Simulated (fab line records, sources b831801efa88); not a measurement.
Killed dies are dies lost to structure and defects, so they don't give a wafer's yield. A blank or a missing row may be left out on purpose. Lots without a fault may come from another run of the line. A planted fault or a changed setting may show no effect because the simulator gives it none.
A struck lot beside a sound one | flow sky130 | 15 steps out of a route of 708
Sound: wafers L324.2, L324.4, L324.6. Struck: wafers L336.2, L336.4, L336.5. The cause comes at the end.
At each step with rows: each side's tool, then ch and its chambers, then its first start. Under that, the readings that differ: sound wafers | struck wafers | difference of the means | sigmas: that difference in standard deviations of wafers without a fault.
alike: readings whose means differ by less than 2 such deviations, and words and numbers that are the same on both sides. not compared: withheld readings, readings that some wafer has no value for, bounds like >300 that may hide the same value, and numbers for which the record gives no deviation and whose values overlap.
The two part at a step that has a row with sigmas, a row that says differs or no value, or rows on one side only. Numbers that don't overlap but have no deviation are shown without sigmas and don't part them. A reading that every wafer of one side lacks parts them only if that side has two wafers or more.

first, 3 steps without rows for these wafers: SKY_SD_P_EXPOSE_04 (exposes mask PSDM, target cd 380 nm); SKY_SD_P_PEB_05; SKY_SD_P_DEVELOP_06 (develop time 60 s).
SKY_SD_P_CD_MEAS_07: target cd 380 nm.
  sound on cd_sem-01, day 25 18:06; struck on cd_sem-01, day 30 18:40
  reading    | sound             | struck            | difference | sigmas
  cd_nm (nm) | 382.7 385.7 385.4 | 378.5 378.9 381.1 | -5.1       | -2
SKY_SD_P_OVL_MEAS_08:
  sound on overlay-02, day 25 18:13; struck on overlay-02, day 30 18:46
  alike: SD_P_OVL
then, 1 step without rows for these wafers: SKY_SD_P_IMPLANT_09.
SKY_SD_P_STRIP_10: strips in O2/N2.
  sound on plasma_asher-02 ch 0,1, day 25 18:23; struck on plasma_asher-02 ch 0,1, day 30 18:56
  reading                      | sound             | struck            | difference | sigmas
  oes_product_au (a.u.)        | 0.619 0.625 0.621 | 0.612 0.611 0.614 | -0.009     | -2
  strip_time_to_endpoint_s (s) | 17.54 17.53 17.54 | 17.36 17.48 17.45 | -0.11      | -2
  alike: drypump_motor_current_A
  not compared: rf_hours_counter_h
SKY_SD_P_TW_MEAS_11:
  sound on film_metro-01, day 25 18:30; struck on film_metro-04, day 30 19:03
  alike: SD_P_TW
then, 4 steps without rows for these wafers: SKY_RES_XHIGH_DEHYDRATE_00 (time 60 s); SKY_RES_XHIGH_HMDS_01 (prime time 60 s); SKY_RES_XHIGH_COAT_02 (resist thk 1140 nm); SKY_RES_XHIGH_SOFTBAKE_03 (time 60 s).
SKY_RES_XHIGH_EXPOSE_04: exposes mask URPM, target cd 1270 nm.
  sound on iline_stepper-01 ch 0, day 26 09:23; struck on iline_stepper-01 ch 0, day 31 09:00
  reading              | sound                | struck               | difference | sigmas
  exposure_dose_mJ_cm2 | 139.94 140.28 139.77 | 132.23 132.44 132.33 | -7.66      | -51
  alike: mask, stage_vel_mm_s
then, 1 step without rows for these wafers: SKY_RES_XHIGH_PEB_05.
-- the record jumps here: 18 days lie between the struck wafers' starts before and after (it left off in module RES_XHIGH and takes up again in module PAD_OPEN, whose first step shown is number 708 of the route) --
SKY_PAD_OPEN_PROBE_99:
  the record has rows for the struck wafers here (prober-02, day 49 20:32) and none for the sound ones

WHERE THEY PART
First at SKY_SD_P_CD_MEAS_07; last, within this record, at SKY_PAD_OPEN_PROBE_99.

WHY: what the simulator had put in
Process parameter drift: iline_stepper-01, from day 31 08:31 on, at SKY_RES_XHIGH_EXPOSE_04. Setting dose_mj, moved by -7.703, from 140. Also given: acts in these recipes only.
